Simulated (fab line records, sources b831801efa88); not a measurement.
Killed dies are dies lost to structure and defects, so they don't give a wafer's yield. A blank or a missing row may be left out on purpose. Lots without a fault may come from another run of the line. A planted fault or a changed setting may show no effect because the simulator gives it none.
One fault seen from 2 desks | flow sky130 | each desk has only its own numbers; what lay behind them comes last

THE METROLOGY DESK
What the gauges read, lot by lot, whatever tool the lot ran on: means of the sampled wafers that have a number. A lot is out of limits, marked OUT, if its mean lies more than 4 standard deviations from the usual mean; the brackets give that distance.
Columns: A = POLY_GATE_TW at SKY_RES_PROTECT_TW_MEAS_08, usual 4058; B = POLY_GATE_CVD_03_THK at SKY_POLY_GATE_THK_MEAS_04, usual 75.3 nm; C = cd_nm at SKY_POLY_GATE_CD_MEAS_13, usual 149.6 nm
lot  | first seen here | A    | B    | C
L726 | day 20 15:11    | 3996 | 76.0 | 149.6
L727 | day 20 21:12    | 4084 | 75.6 | 147.8
L730 | day 21 14:10    | 4103 | 76.4 | 150.5
L734 | day 22 21:58    | 4022 | 74.8 | -
L735 | day 23 00:44    | 4090 | 75.5 | -
L736 | day 23 07:36    | 4073 | 74.5 | 150.2
This desk's finding: nothing out of limits on any of the 6 lots.

THE TOOL OWNER'S DESK: litho_track-01
The tool's own readings at SKY_POLY_GATE_DEVELOP_12 (develop time 60 s): means of the sampled wafers that have a number, for each lot that ran on this tool. A lot is out of limits, marked OUT, if its mean lies more than 4 standard deviations from the usual mean; the brackets give that distance.
Columns: A = chill_plate_temp_C at SKY_POLY_GATE_DEVELOP_12, usual 22.99 C
lot  | first seen here | A
L727 | day 22 06:00    | 23.06
L730 | day 22 21:00    | 23.16
This desk's finding: nothing out of limits on any of the 2 lots.

PUT TOGETHER
The metrology desk saw nothing out of limits.
The tool owner's desk saw nothing out of limits.

WHAT THE SIMULATOR HAD PUT IN
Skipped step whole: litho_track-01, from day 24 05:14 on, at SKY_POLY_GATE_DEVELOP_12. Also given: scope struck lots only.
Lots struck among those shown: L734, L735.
